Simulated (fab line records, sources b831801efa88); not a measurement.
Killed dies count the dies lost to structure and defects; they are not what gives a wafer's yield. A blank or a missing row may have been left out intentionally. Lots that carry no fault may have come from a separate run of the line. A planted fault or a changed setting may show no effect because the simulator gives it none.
A struck lot beside a sound one + flow sky130 + 19 steps out of a route of 708
Sound: the wafers L629.3, L629.4, L629.6. Wafers struck: L636.2, L636.5, L636.6. The cause is named last.
Order at every step that has rows: each side's tool, ch and its chambers, its first start. Under that, the readings that differ: sound wafers + struck wafers + difference of the means + sigmas: that difference in standard deviations of wafers without a fault.
alike: readings with means less than 2 such deviations apart, plus words and numbers identical on both sides. not compared: withheld readings, readings lacking a value on some wafer, bounds such as >300 that could conceal the same value, and numbers that have no deviation in the record and whose values overlap.
The two part at a step that has a row with sigmas, a row that says differs or no value, or rows on one side only. When numbers do not overlap yet have no deviation, they are printed without sigmas and do not part them. Lack of a reading on every wafer of one side parts them only where that side has two or more wafers.

first, 1 step without rows for these wafers: SKY_LDD_P_DEVELOP_06 (develop time 60 s).
SKY_LDD_P_CD_MEAS_07: the cd target is 380 nm.
  sound on cd sem-01 at day 21 03:44; struck on cd sem-02 at day 25 02:19
  alike: cd nm
SKY_LDD_P_OVL_MEAS_08:
  sound on overlay-01 at day 21 03:49; struck on overlay-02 at day 25 02:26
  alike: LDD_P_OVL
next, for these wafers, 1 step has no rows: SKY_LDD_P_IMPLANT_09.
SKY_LDD_P_STRIP_10: strips in O2/N2.
  sound on plasma asher-02 ch 0,1, day 21 04:02; struck on plasma asher-01 ch 0,1, day 25 02:37
| reading                     | sound       | struck      | difference | sigmas |
|-----------------------------|-------------|-------------|------------|--------|
| drypump motor current A (A) | 6.1 5.7 6.1 | 5.1 5.1 5.1 | -0.9       | -2     |
  alike: oes product au, strip time to endpoint s
  not compared: rf hours counter h
SKY_LDD_P_TW_MEAS_11:
  sound on film metro-01 at day 21 04:07; struck on film metro-03 at day 25 02:43
  alike: LDD_P_TW
then, 6 steps without rows for these wafers: SKY_LDD_HVN_DEHYDRATE_00 (time 60 s); SKY_LDD_HVN_HMDS_01 (prime time 60 s); SKY_LDD_HVN_COAT_02 (resist thk 300 nm); SKY_LDD_HVN_SOFTBAKE_03 (time 60 s); SKY_LDD_HVN_EXPOSE_04 (exposes mask HVNTM, target cd 700 nm); SKY_LDD_HVN_PEB_05.
SKY_LDD_HVN_DEVELOP_06: develop time 60 s.
  sound on litho track-03 ch 0, day 22 10:00; struck on litho track-03 ch 0, day 26 07:31
SKY_LDD_HVN_OVL_MEAS_07:
  sound on overlay-01 at day 22 10:07; struck on overlay-02 at day 26 07:40
  alike: LDD_HVN_OVL
next, for these wafers, 1 step has no rows: SKY_LDD_HVN_IMPLANT_08.
SKY_LDD_HVN_STRIP_09: strips in O2/N2.
  sound on plasma asher-01 ch 0,1, day 22 10:19; struck on plasma asher-03 ch 0,1, day 26 07:50
  alike: drypump motor current A, oes product au, strip time to endpoint s
  not compared: rf hours counter h
SKY_LDD_HVN_TW_MEAS_10:
  sound on film metro-01 at day 22 10:25; struck on film metro-01 at day 26 07:57
| reading    | sound          | struck      | difference | sigmas      |
|------------|----------------|-------------|------------|-------------|
| LDD_HVN_TW | 1439 1445 1432 | 241 240 240 | -1198      | -99 or more |
then, 1 step without rows for these wafers: SKY_LDD_HVP_DEHYDRATE_00 (time 60 s).
-- a jump in the record: the struck wafers' starts before and after are 24 days apart (it breaks off in module LDD_HVP and resumes in module PAD_OPEN, where the first step shown is number 708 of the route) --
SKY_PAD_OPEN_PROBE_99:
  sound on prober-01 at day 47 07:29; struck on prober-02 at day 49 20:05
| reading             | sound    | struck      | difference | sigmas |
|---------------------|----------|-------------|------------|--------|
| killed at front end | 20 19 22 | 406 417 415 | +392       | +87    |
| killed dies         | 84 86 93 | 492 492 492 | +404       | +43    |
| killed on rim       | 13 14 15 | 96 96 96    | +82        | +20    |
| killed short        | 36 37 36 | 63 51 48    | +18        | +3     |
  alike: killed_at_M0_to_M3, killed_at_M4_up, killed at contacts, killed at other, killed open

== WHERE THEY PART ==
Earliest at SKY_LDD_P_STRIP_10; latest, in this record, at SKY_PAD_OPEN_PROBE_99.

WHY: whatever the simulator had introduced
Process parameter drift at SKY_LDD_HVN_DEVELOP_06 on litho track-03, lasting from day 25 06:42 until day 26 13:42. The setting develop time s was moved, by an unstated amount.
